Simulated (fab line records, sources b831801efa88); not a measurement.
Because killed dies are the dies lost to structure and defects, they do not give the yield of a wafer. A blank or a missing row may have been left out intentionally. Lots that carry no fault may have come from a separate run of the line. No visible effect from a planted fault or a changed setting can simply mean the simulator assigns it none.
A struck lot beside a sound one -- flow sky130 -- 14 steps out of a route of 708
Sound: the wafers L305.1, L305.4, L305.5. Wafers struck: L299.2, L299.3, L299.4. At the end, the cause is stated.
For every step that has rows: the tool of each side, followed by ch and its chambers, followed by its first start. Under that, the readings that differ: sound wafers -- struck wafers -- difference of the means -- sigmas: that difference in standard deviations of wafers without a fault.
alike: same words and numbers on both sides, and readings whose means sit less than 2 such deviations apart. not compared: any withheld reading, any reading some wafer has no value for, any bound like >300 that may hide the same value, and any number with overlapping values for which the record gives no deviation.
A row with sigmas, a row that says differs or no value, or rows on one side alone: a step with any of these is where the two part. Numbers that have no deviation but don't overlap get no sigmas and don't part them. A reading missing from all wafers of one side parts the sides only when that side holds two or more wafers.

first, 6 steps without rows for these wafers: SKY_DNWELL_COAT_02 (resist thk 3000 nm); SKY_DNWELL_SOFTBAKE_03; SKY_DNWELL_EXPOSE_04 (exposes mask DNM, target cd 3000 nm); SKY_DNWELL_PEB_05; SKY_DNWELL_DEVELOP_06 (develop time 60 s); SKY_DNWELL_IMPLANT_07.
SKY_DNWELL_STRIP_08: strips in O2/N2.
  sound on plasma-asher-04 ch 0,1, day 7 23:44; struck on plasma-asher-03 ch 0,1, day 5 22:05
  alike: chamber-pressure-mTorr, drypump-motor-current-A, n2-flow-sccm, oes-product-au, strip-time-to-endpoint-s
  not compared: rf-hours-counter-h
SKY_DNWELL_TW_MEAS_09:
  sound: film-metro-03 at day 7 23:50; struck: film-metro-01 at day 5 22:12
  alike: DNWELL_TW
then, 4 steps without rows for these wafers: SKY_PWDE_DEHYDRATE_00 (time 60 s); SKY_PWDE_HMDS_01 (prime time 60 s); SKY_PWDE_COAT_02 (resist thk 3000 nm); SKY_PWDE_SOFTBAKE_03.
SKY_PWDE_EXPOSE_04: exposes mask PWDEM, target cd 840 nm.
  struck on iline-stepper-02, day 6 07:19; sound on iline-stepper-01 ch 0, day 8 09:59
  no value came back on the struck wafers for exposure-dose-mJ-cm2, focus-offset-nm (nm); on the sound wafers exposure-dose-mJ-cm2 reads 214.17 213.99 213.97
  alike: mask
then, 1 step without rows for these wafers: SKY_PWDE_PEB_05.

## WHERE THEY PART
Within this record, at SKY_PWDE_EXPOSE_04 only.

WHY: the cause the simulator had injected
Whole step skipped at SKY_PWDE_EXPOSE_04 on iline-stepper-02, starting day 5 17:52. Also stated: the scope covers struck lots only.
